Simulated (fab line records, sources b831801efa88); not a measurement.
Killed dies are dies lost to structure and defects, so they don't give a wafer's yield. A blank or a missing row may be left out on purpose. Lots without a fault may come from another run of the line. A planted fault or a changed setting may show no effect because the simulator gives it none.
Problem report in the 8D (eight disciplines) form, filled by code | flow sky130 | the parts of the form that need people (team, actions taken, sign-off) are left out

1. THE PROBLEM
SD_P_RS at SKY_SD_N_RS_MEAS_17 reads a mean of 144.2 ohm/sq on 1 wafer of 1 lot; wafers without a fault read 147.1 ohm/sq with a standard deviation of 0.33. That is -8.8 standard deviations from the usual mean.
The step: measures by four-point-probe.
First seen on wafer L399.1, day 34 13:54, on film_metro-01. The record holds 34 wafers of 12 lots with a number at this step. Rule for "out", or "out of limits": more than 4 standard deviations from the usual mean. The other wafers with a number count as sound.

2. WHAT IT IS AND WHAT IT IS NOT
question                    | is                     | is not
which readings at this step | SD_P_RS                | -
which lots                  | L399                   | L379, L384, L385, L386, L387, L388, L389, L390, L392, L394, L401
which wafers of those lots  | all that have a number | -
read on which gauges        | film_metro-01          | film_metro-03, film_metro-04
when                        | from day 34 13:54      | up to then (30 sound wafers); but 3 sound wafers of L401 came after

3. SUSPECTS, AND WHAT RULES EACH OUT
Counting: a tool at a process step up to the reading stays a suspect if it ran every lot that is out and no sound lot after the first of them.
- the gauge at SKY_SD_N_RS_MEAS_17: ruled out. All the wafers that are out were read on film_metro-01, but those of them that SKY_SD_N_RTA_14 has rows for are out there too, on other tools.
- plasma_asher-03 at SKY_POLY_CUT_STRIP_12 (strips in O2/N2): kept. It ran the lot that is out, L399 (day 31 03:13), and no sound lot after that; its last sound lot up to then is L387 (day 26 22:40).
- rtp_anneal-02 at SKY_SD_N_RTA_14 (time 2 s): kept. It ran the lot that is out, L399 (day 34 13:37), and no sound lot after that; its last sound lot up to then is L389 (day 31 11:30). Its own readings are out on those wafers: wafer_temp_C_max.
Left after counting: plasma_asher-03 at SKY_POLY_CUT_STRIP_12, rtp_anneal-02 at SKY_SD_N_RTA_14.

4. THE CAUSE (what the simulator had put in)
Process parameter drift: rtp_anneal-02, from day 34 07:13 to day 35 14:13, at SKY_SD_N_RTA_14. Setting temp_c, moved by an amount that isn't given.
Counting left 2 suspects, and this tool is among them.

5. THE CHAIN OF EFFECTS, in route order
Each row: a reading whose mean over the struck wafers that have a number lies more than 3 standard deviations from the usual. Only readings for which the record gives a usual standard deviation are gone through. hours: the time from each lot's start at the first step in this table that gives one to its start at this step, as a median over the lots. sigmas: the change in usual standard deviations.
hours | step                | reading          | usual        | on struck wafers | change | sigmas
0     | SKY_SD_N_RTA_14     | wafer_temp_C_max | 1077.9       | 1083.6           | +5.7   | +4.7
0     | SKY_SD_N_RS_MEAS_16 | SD_N_RS          | 68.56 ohm/sq | 68.17            | -0.39  | -3.5
0     | SKY_SD_N_RS_MEAS_17 | SD_P_RS          | 147.1 ohm/sq | 144.2            | -2.9   | -8.8
The process steps in it:
- SKY_SD_N_RTA_14: time 2 s.
Later measuring or inspecting steps at which every struck wafer that the step has a row for has a number for every such reading, and none has moved that far: SKY_LI_CONTACT_BOW_MEAS_03.

6. WHAT WOULD HAVE CAUGHT IT SOONER
In this record the first reading out of limits at a measuring or inspecting step was taken at day 34 13:54, 7 hours after the fault began at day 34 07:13.
The tool's own readings at SKY_SD_N_RTA_14 were out on every struck wafer that the step has a row for (wafer_temp_C_max): an alarm limit on them would have fired on the first of those.
All the lots that are out (1) had begun SKY_SD_N_RTA_14 on rtp_anneal-02 by day 34 13:54. A hold on the tool at that time would have spared none of them.
